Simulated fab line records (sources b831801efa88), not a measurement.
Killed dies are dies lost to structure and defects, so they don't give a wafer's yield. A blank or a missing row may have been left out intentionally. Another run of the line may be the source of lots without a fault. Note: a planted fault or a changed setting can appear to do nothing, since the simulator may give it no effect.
Matching of chambers || flow gf180mcu || GF_V3_CVD_00 on hdpcvd-01: 3 sister chambers
The step deposits SiO2, target thk 600 nm, time 100 s. 6 wafers are shown with their chamber, then 7 later ones without.

== WAFERS WITH THEIR CHAMBER ==
{"wafer": "L688.4", "chamber": 0, "sih4 flow sccm (sccm)": 60.15}
{"wafer": "L696.5", "chamber": 0, "sih4 flow sccm (sccm)": 60.11}
{"wafer": "L697.3", "chamber": 1, "sih4 flow sccm (sccm)": 60.07}
{"wafer": "L697.5", "chamber": 2, "sih4 flow sccm (sccm)": 59.72}
{"wafer": "L699.1", "chamber": 1, "sih4 flow sccm (sccm)": 60.23}
{"wafer": "L699.2", "chamber": 2, "sih4 flow sccm (sccm)": 60.02}

== WAFERS MISSING THEIR CHAMBER ==
{"wafer": "L699.4", "sih4 flow sccm (sccm)": 59.91}
{"wafer": "L700.2", "sih4 flow sccm (sccm)": 59.90}
{"wafer": "L700.3", "sih4 flow sccm (sccm)": 60.11}
{"wafer": "L700.5", "sih4 flow sccm (sccm)": 60.07}
{"wafer": "L701.3", "sih4 flow sccm (sccm)": 60.14}
{"wafer": "L701.5", "sih4 flow sccm (sccm)": 59.93}
{"wafer": "L701.6", "sih4 flow sccm (sccm)": 60.07}

== THE CHAMBER EACH PASSED THROUGH ==
{"wafer": "L699.4", "from the rows above": "can't be placed: 2 or 0 or 1", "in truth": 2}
{"wafer": "L700.2", "from the rows above": "can't be placed: 2 or 0 or 1", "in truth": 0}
{"wafer": "L700.3", "from the rows above": "can't be placed: 0 or 1 or 2", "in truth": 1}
{"wafer": "L700.5", "from the rows above": "can't be placed: 0 or 1 or 2", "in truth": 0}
{"wafer": "L701.3", "from the rows above": "can't be placed: 1 or 0 or 2", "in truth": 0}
{"wafer": "L701.5", "from the rows above": "can't be placed: 2 or 0 or 1", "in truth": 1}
{"wafer": "L701.6", "from the rows above": "can't be placed: 0 or 1 or 2", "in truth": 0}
0 of 7 placed correctly. Can't be placed from these rows: 7 (the true chamber is among the candidates in 7). Wrongly placed: 0.
How it was worked out, from the rows above alone: a wafer's distance from a chamber is the root of the sum, over the readings, of the square of ((its reading less the chamber's mean) divided by the reading's scatter). The wafer belongs to the nearest chamber; if the next one is less than 2 further off, it can't be placed. Each chamber's mean is taken over the wafers shown for it. How the scatter is found: for the shown wafers, subtract from each reading the mean of its chamber, square and add these, divide the total by (wafers less chambers), then take the root.
